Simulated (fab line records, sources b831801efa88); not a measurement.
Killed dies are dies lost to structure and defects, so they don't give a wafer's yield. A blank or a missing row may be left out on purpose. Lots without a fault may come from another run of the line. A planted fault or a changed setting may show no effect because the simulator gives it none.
Chamber matching | flow sfq_line | SFQ_TRILAYER_I1_CMP_CMP_046 on cmp-01: 4 sister chambers
The step polishes SiO2. 16 wafers are shown with their chamber, then 8 later ones without.

WAFERS WITH THEIR CHAMBER
wafer  | chamber | motor_current_A (A) | time_to_endpoint_s (s)
L428.3 | 3       | 8.8                 | 214
L428.2 | 2       | 11.4                | 213
L428.6 | 0       | 10.8                | 221
L430.2 | 1       | 10.7                | 219
L430.3 | 3       | 8.8                 | 213
L430.6 | 0       | 11.4                | 220
L435.1 | 1       | 10.8                | 221
L435.2 | 0       | 10.7                | 218
L435.5 | 3       | 8.6                 | 222
L436.4 | 0       | 11.3                | 221
L436.1 | 3       | 9.0                 | 216
L436.5 | 0       | 11.0                | 227
L438.2 | 2       | 11.2                | 203
L438.3 | 0       | 11.2                | 205
L438.5 | 2       | 11.4                | 213
L446.2 | 0       | 11.0                | 216

SIGNATURES (means of the wafers above)
reading            | chamber 0 | chamber 1 | chamber 2 | chamber 3 | scatter within a chamber
motor_current_A    | 11.057    | 10.750    | 11.333    | 8.800     | 0.206
time_to_endpoint_s | 218.29    | 220.00    | 209.67    | 216.25    | 5.72
Rule: a wafer's distance from a chamber is the root of the sum, over the readings, of the square of ((its reading less the chamber's mean) divided by the reading's scatter). The wafer belongs to the nearest chamber; if the next one is less than 2 further off, it can't be placed. The scatter: the root of (the sum of the squares of (reading less its chamber's mean) over the shown wafers, divided by (wafers less chambers)).

WAFERS WITHOUT THEIR CHAMBER
wafer  | motor_current_A (A) | time_to_endpoint_s (s)
L446.3 | 9.0                 | 216
L446.4 | 11.2                | 229
L448.2 | 8.6                 | 219
L448.4 | 10.9                | 218
L448.5 | 11.2                | 216
L450.3 | 10.9                | 209
L450.1 | 8.7                 | 215
L450.6 | 10.9                | 223

WHICH CHAMBER EACH WENT THROUGH
wafer  | from the rows above          | in truth
L446.3 | 3                            | 3
L446.4 | can't be placed: 0 or 1 or 2 | 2
L448.2 | 3                            | 3
L448.4 | can't be placed: 0 or 1 or 2 | 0
L448.5 | can't be placed: 0 or 2 or 1 | 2
L450.3 | can't be placed: 0 or 1 or 2 | 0
L450.1 | 3                            | 3
L450.6 | can't be placed: 1 or 0      | 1
Placed correctly: 3 of 8. Can't be placed from these rows: 5 (the true chamber is among the candidates in 5). Placed wrongly: 0.
